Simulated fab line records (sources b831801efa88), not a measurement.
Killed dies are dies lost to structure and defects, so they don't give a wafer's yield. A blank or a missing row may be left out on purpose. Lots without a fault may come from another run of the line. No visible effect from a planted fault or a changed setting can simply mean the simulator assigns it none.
A lot that was struck, set against a sound lot | flow sky130 | 16 steps out of a route of 708
Sound: these wafers, L422.1, L422.2, L422.3. Struck: wafer L431.5. (L431.4, L431.6 of the same lot were not struck and are left out.) The cause comes at the end.
For every step that has rows: the tool of each side, followed by ch and its chambers, followed by its first start. Under that, the readings that differ: sound wafers | struck wafers | difference of the means | sigmas: that difference in standard deviations of wafers without a fault.
alike: readings with means less than 2 such deviations apart, plus words and numbers identical on both sides. not compared: withheld readings, readings lacking a value on some wafer, bounds such as >300 that could conceal the same value, and numbers that have no deviation in the record and whose values overlap.
A row with sigmas, a row that says differs or no value, or rows on one side alone: a step with any of these is where the two part. Numbers that don't overlap but have no deviation are shown without sigmas and don't part them. A reading that every wafer of one side lacks parts them only if that side has two wafers or more.

first, 2 steps without rows for these wafers: SKY_METAL3_PEB_11; SKY_METAL3_DEVELOP_12 (develop time 60 s).
SKY_METAL3_CD_MEAS_13: target cd 300 nm.
  struck on cd-sem-02, day 42 00:13; sound on cd-sem-01, day 40 04:57
  alike: cd-nm
SKY_METAL3_OVL_MEAS_14:
  struck on overlay-02, day 42 00:17; sound on overlay-01, day 40 05:04
  alike: METAL3_OVL
SKY_METAL3_DESCUM_15: chemistry O2, time 8 s.
  sound on rie-metal-04 ch 0, day 40 05:07; struck on rie-metal-02 ch 1, day 42 00:19
  reading                     | sound       | struck | difference | sigmas
  drypump-motor-current-A (A) | 4.8 4.8 4.8 | 5.8    | +1.0       | +2
  alike: oes-product-au
  not compared: rf-hours-counter-h
SKY_METAL3_ETCH_16: etches BARC in N2/H2, stops on SiO2, time 88.2 s, target depth 60 nm.
  sound on rie-metal-04 ch 0, day 40 05:10; struck on rie-metal-02 ch 1, day 42 00:23
  alike: drypump-motor-current-A, h2-flow-sccm, n2-flow-sccm, oes-product-au, throttle-valve-pct
  not compared: rf-hours-counter-h
then, 1 step without rows for these wafers: SKY_METAL3_ETCH_17 (etches SiO2 in C4F8/O2/Ar, stops on TiN, time 3.9 s, target depth 15 nm).
SKY_METAL3_METAL_ETCH_18: etches the open film in Cl2/BCl3, stops on SiO2, target depth 845 nm, time 183.1 s.
  sound on rie-metal-01 ch 0,1, day 40 05:23; struck on rie-metal-04 ch 1, day 42 00:38
  alike: drypump-motor-current-A, oes-product-au, throttle-valve-pct
  not compared: rf-hours-counter-h
SKY_METAL3_STRIP_19: strips in O2/N2.
  sound on plasma-asher-02 ch 0,1, day 40 05:34; struck on plasma-asher-02 ch 0, day 42 00:51
  reading                      | sound          | struck | difference | sigmas
  strip-time-to-endpoint-s (s) | 6.20 6.45 6.21 | 6.72   | +0.43      | +3
  alike: drypump-motor-current-A, n2-flow-sccm, oes-product-au
  not compared: rf-hours-counter-h
then, 3 steps without rows for these wafers: SKY_METAL3_STRIP_20 (strips in post etch residue remover, time 1200 s); SKY_METAL3_CLEAN_21 (cleans in IPA, time 180 s); SKY_METAL3_CLEAN_22 (cleans in O3/DIW).
SKY_VIA3_HDPCVD_00: deposits SiO2, target thk 1635 nm, time 272.5 s.
  sound on hdpcvd-01 ch 0,1,2, day 40 06:12; struck on hdpcvd-02 ch 1, day 42 01:29
  reading                                  | sound             | struck | difference | sigmas
  sih4-flow-sccm (sccm)                    | 60.29 59.62 60.17 | 47.85  | -12.18     | -72
  model.SiO2_of_VIA3_HDPCVD_00.thk-nm (nm) | 1649 1633 1632    | 1286   | -352       |
SKY_VIA3_THK_MEAS_01:
  struck on film-metro-02, day 42 01:36; sound on film-metro-01, day 40 06:22
  reading              | sound          | struck | difference | sigmas
  VIA3_HDPCVD_THK (nm) | 1649 1631 1632 | 1287   | -350       | -15
SKY_VIA3_CMP_02: polishes SiO2.
  sound on cmp-01 ch 1,2,3, day 40 06:28; struck on cmp-01 ch 3, day 42 01:41
  alike: motor-current-A
-- the record jumps here: 7 days lie between the struck wafers' starts before and after (it left off in module VIA3 and takes up again in module PAD_OPEN, whose first step shown is number 708 of the route) --
SKY_PAD_OPEN_PROBE_99:
  struck on prober-01, day 48 18:13; sound on prober-01, day 47 05:07
  reading            | sound    | struck | difference | sigmas
  killed-at-contacts | 25 27 35 | 14     | -15        | -2
  killed-at-other    | 0 0 0    | 2      | +2         | +4
  alike: defect-limited-yield, killed_at_M0_to_M3, killed_at_M4_up, killed-at-front-end, killed-dies, killed-open, killed-short, sort_bin_3_pad_short, sort_bin_5_function, sort_bin_6_memory, sort-n-pass, sort-yield-pct

## WHERE THEY PART
First at SKY_METAL3_DESCUM_15; last, within this record, at SKY_PAD_OPEN_PROBE_99.

WHY: whatever the simulator had introduced
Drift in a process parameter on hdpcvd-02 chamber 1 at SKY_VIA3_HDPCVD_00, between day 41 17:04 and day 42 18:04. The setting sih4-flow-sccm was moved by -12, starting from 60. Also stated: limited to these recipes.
